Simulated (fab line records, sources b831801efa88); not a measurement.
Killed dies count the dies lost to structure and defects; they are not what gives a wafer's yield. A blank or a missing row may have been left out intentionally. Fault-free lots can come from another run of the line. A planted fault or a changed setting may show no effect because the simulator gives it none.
Lot-split experiment    flow sky130    on a route of 708 steps: 5 lots, 23 wafers read

== THE SPLIT ==
At SKY_POLY_GATE_CVD_00 (deposits poly-Si, target thk 180 nm, time 720 s), the setting pressure mtorr was moved away from the recipe's 200 mTorr on 20 of the 23 wafers read, by -11.0% to +10.5%. The other wafers ran this setting at the recipe's value.

No step appears in the file between the split and the reading.

== THE READING ==
At SKY_POLY_GATE_THK_MEAS_01: POLY_GATE_CVD_00_THK, given in nm. A value of 178.3 nm with a standard deviation of 1 nm is what fault-free wafers of this fab line usually give.

wafer   tool, chamber at the split  pressure mtorr as run, mTorr  against the recipe  POLY_GATE_CVD_00_THK, nm  against lot-mates on the recipe
L077.1  lpcvd-01, 1                 200                           recipe              179.3                     -
L077.4  lpcvd-01, 1                 200                           recipe              178.1                     -
L077.6  lpcvd-01, 1                 200                           recipe              178.2                     -
L078.1  -, -                        178                           -11.0%              167.4                     no lot-mate on the recipe
L078.2  -, -                        178                           -11.0%              168.6                     no lot-mate on the recipe
L078.4  -, -                        178                           -11.0%              167.0                     no lot-mate on the recipe
L078.5  -, -                        178                           -11.0%              167.5                     no lot-mate on the recipe
L078.6  -, -                        178                           -11.0%              166.1                     no lot-mate on the recipe
L081.1  -, -                        221                           +10.5%              186.5                     no lot-mate on the recipe
L081.2  -, -                        221                           +10.5%              185.5                     no lot-mate on the recipe
L081.3  -, -                        221                           +10.5%              186.8                     no lot-mate on the recipe
L081.4  -, -                        221                           +10.5%              186.4                     no lot-mate on the recipe
L081.5  -, -                        221                           +10.5%              187.7                     no lot-mate on the recipe
L082.2  -, -                        215.1                         +7.5%               183.9                     no lot-mate on the recipe
L082.3  -, -                        215.1                         +7.5%               185.0                     no lot-mate on the recipe
L082.4  -, -                        215.1                         +7.5%               184.0                     no lot-mate on the recipe
L082.5  -, -                        215.1                         +7.5%               184.5                     no lot-mate on the recipe
L082.6  -, -                        215.1                         +7.5%               185.0                     no lot-mate on the recipe
L083.1  -, -                        213.1                         +6.5%               185.4                     no lot-mate on the recipe
L083.3  -, -                        213.1                         +6.5%               183.4                     no lot-mate on the recipe
L083.4  -, -                        213.1                         +6.5%               183.7                     no lot-mate on the recipe
L083.5  -, -                        213.1                         +6.5%               183.6                     no lot-mate on the recipe
L083.6  -, -                        213.1                         +6.5%               183.6                     no lot-mate on the recipe

FIT RESULTS
A straight line over all 23 wafers: POLY_GATE_CVD_00_THK changes by +0.907 nm for each +1% of pressure mtorr; r = +0.99; the points scatter about the line by 0.87 nm.
Too few moved wafers with a lot-mate on the recipe to fit a line net of each lot's own level.

== THE WHOLE CHAIN: every reading that the file lists as answering this split, in the file's order ==
step                       what it does                                     reading                                                                              change (the file's fit)                r (the file's)
SKY_POLY_GATE_CVD_00       deposits poly-Si, target thk 180 nm, time 720 s  poly-Si_of_POLY_GATE_CVD_00.thk nm (the simulator's own value, which no gauge read)  +0.907 nm for each +1% of the setting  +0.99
SKY_POLY_GATE_THK_MEAS_01                                                   POLY_GATE_CVD_00_THK                                                                 +0.906 for each +1% of the setting     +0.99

== FILE'S OWN FIT ==
POLY_GATE_CVD_00_THK changes by +0.906 nm for each +1% of pressure mtorr, r = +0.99.
